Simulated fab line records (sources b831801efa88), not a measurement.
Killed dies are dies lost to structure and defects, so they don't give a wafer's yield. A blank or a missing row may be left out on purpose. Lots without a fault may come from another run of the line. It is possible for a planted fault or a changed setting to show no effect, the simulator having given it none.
What tool caused it?    flow sky130    12 lots, 36 wafers sampled, at 3 steps of a route of 708

## WHAT THE GAUGES READ, wafer by wafer
SKY_NWELL_TW_MEAS_15. Usual: NWELL_TW 1813, standard deviation 9.9.
lot   measured      on            NWELL_TW        flag
L176  day 4 16:41   filmMetro-01  1812 1802 1809  
L178  day 5 00:09   filmMetro-02  1809 1807 1810  
L177  day 5 00:30   filmMetro-03  1806 1818 1802  
L183  day 6 11:05   filmMetro-01  1831 1824 1833  
L184  day 6 15:38   filmMetro-01  1815 1820 1826  
L185  day 6 20:55   filmMetro-01  1817 1822 1821  
L192  day 8 12:55   filmMetro-01  1823 1818 1833  
L194  day 8 21:14   filmMetro-02  1799 1813 1795  
L195  day 9 03:50   filmMetro-03  1805 1811 1804  
L196  day 9 11:23   filmMetro-02  1818 1816 1818  
L197  day 9 20:31   filmMetro-03  1799 1816 1807  
L199  day 10 03:20  filmMetro-03  1823 1815 1823  

SKY_VT_ADJUST_LVTN_OVL_MEAS_18. Usual: VT_ADJUST_LVTN_01_OVL 0.4 nm, standard deviation 1.5.
lot   measured      on          VT_ADJUST_LVTN_01_OVL (nm)  flag
L176  day 7 22:50   overlay-01  0.2 -0.1 -1.2               
L178  day 8 06:43   overlay-02  0.4 -1.0 -0.7               
L177  day 8 07:15   overlay-01  0.4 1.6 0.5                 
L183  day 10 00:17  overlay-01  0.5 3.7 1.4                 
L184  day 10 04:29  overlay-02  0.2 -1.7 -1.7               
L185  day 10 10:47  overlay-01  2.8 -1.1 1.0                
L192  day 12 07:09  overlay-01  0.1 0.4 0.4                 
L194  day 12 16:48  overlay-01  -0.3 -1.0 -1.1              
L195  day 13 02:44  overlay-01  -2.6 -1.9 -2.1              
L196  day 13 11:23  overlay-01  -0.5 -1.3 0.2               
L197  day 13 18:56  overlay-01  -1.5 1.9 0.8                
L199  day 14 05:41  overlay-02  2.3 1.3 1.2                 

## TOOL THAT RAN EACH LOT (tool first, then ch and the chambers of the sampled wafers, then the start)
lot   SKY_PWDE_STRIP_09
L176  plasmaAsher-04 ch 0,1, day 3 23:47
L178  plasmaAsher-02 ch 0,1, day 4 06:33
L177  plasmaAsher-01 ch 0,1, day 4 06:40
L183  plasmaAsher-04 ch 0,1, day 5 15:35
L184  plasmaAsher-02 ch 0,1, day 5 19:44
L185  plasmaAsher-01 ch 0,1, day 6 00:41
L192  plasmaAsher-02 ch 0,1, day 7 15:19
L194  plasmaAsher-01 ch 0,1, day 8 00:14
L195  plasmaAsher-04 ch 1, day 8 06:26
L196  plasmaAsher-04 ch 1, day 8 13:16
L197  plasmaAsher-01 ch 0,1, day 8 21:35
L199  plasmaAsher-04 ch 0,1, day 9 04:35
- SKY_PWDE_STRIP_09: strips in O2/N2.

## AS READ BY THE TOOLS THEMSELVES (means over the sampled wafers that have a number; for cases with no such wafer, the mark the record gives instead)
SKY_PWDE_STRIP_09. Usual: drypumpMotorCurrentA 5.8 A, standard deviation 0.37; oesProductAu 0.723 a.u., standard deviation 0.0047; stripTimeToEndpointS 37.56 s, standard deviation 0.062.
lot   tool            drypumpMotorCurrentA (A)  oesProductAu (a.u.)  stripTimeToEndpointS (s)  flag
L176  plasmaAsher-04  5.4                       0.721                37.58                     
L178  plasmaAsher-02  5.8                       0.723                37.48                     
L177  plasmaAsher-01  6.1                       0.726                37.52                     
L183  plasmaAsher-04  5.3                       0.723                37.54                     
L184  plasmaAsher-02  5.8                       0.728                37.53                     
L185  plasmaAsher-01  6.1                       0.721                37.57                     
L192  plasmaAsher-02  5.9                       0.721                37.56                     
L194  plasmaAsher-01  6.1                       0.724                37.53                     
L195  plasmaAsher-04  5.1                       0.721                37.50                     
L196  plasmaAsher-04  5.1                       0.723                37.59                     
L197  plasmaAsher-01  6.0                       0.723                37.54                     
L199  plasmaAsher-04  5.4                       0.724                37.44                     

## THE ANSWER, worked out from the rows above alone
Rule: a lot is off if the mean of its wafers that have a number lies more than 3 standard deviations from the usual mean. Also off: a lot with no number at a reading for which 4 or more lots have one. Where the step has rows for the other lots, those lots are counted as sound. After the gauges, taken in route order, come the tools' own readings; for these a lot's mean is taken, as printed above. At the first step where some lot is off, the reading lying furthest off is the one used; lots without a number count as furthest.
Nothing can be told from this: no lot is off at any reading shown.

## WHAT THE SIMULATOR PUT IN
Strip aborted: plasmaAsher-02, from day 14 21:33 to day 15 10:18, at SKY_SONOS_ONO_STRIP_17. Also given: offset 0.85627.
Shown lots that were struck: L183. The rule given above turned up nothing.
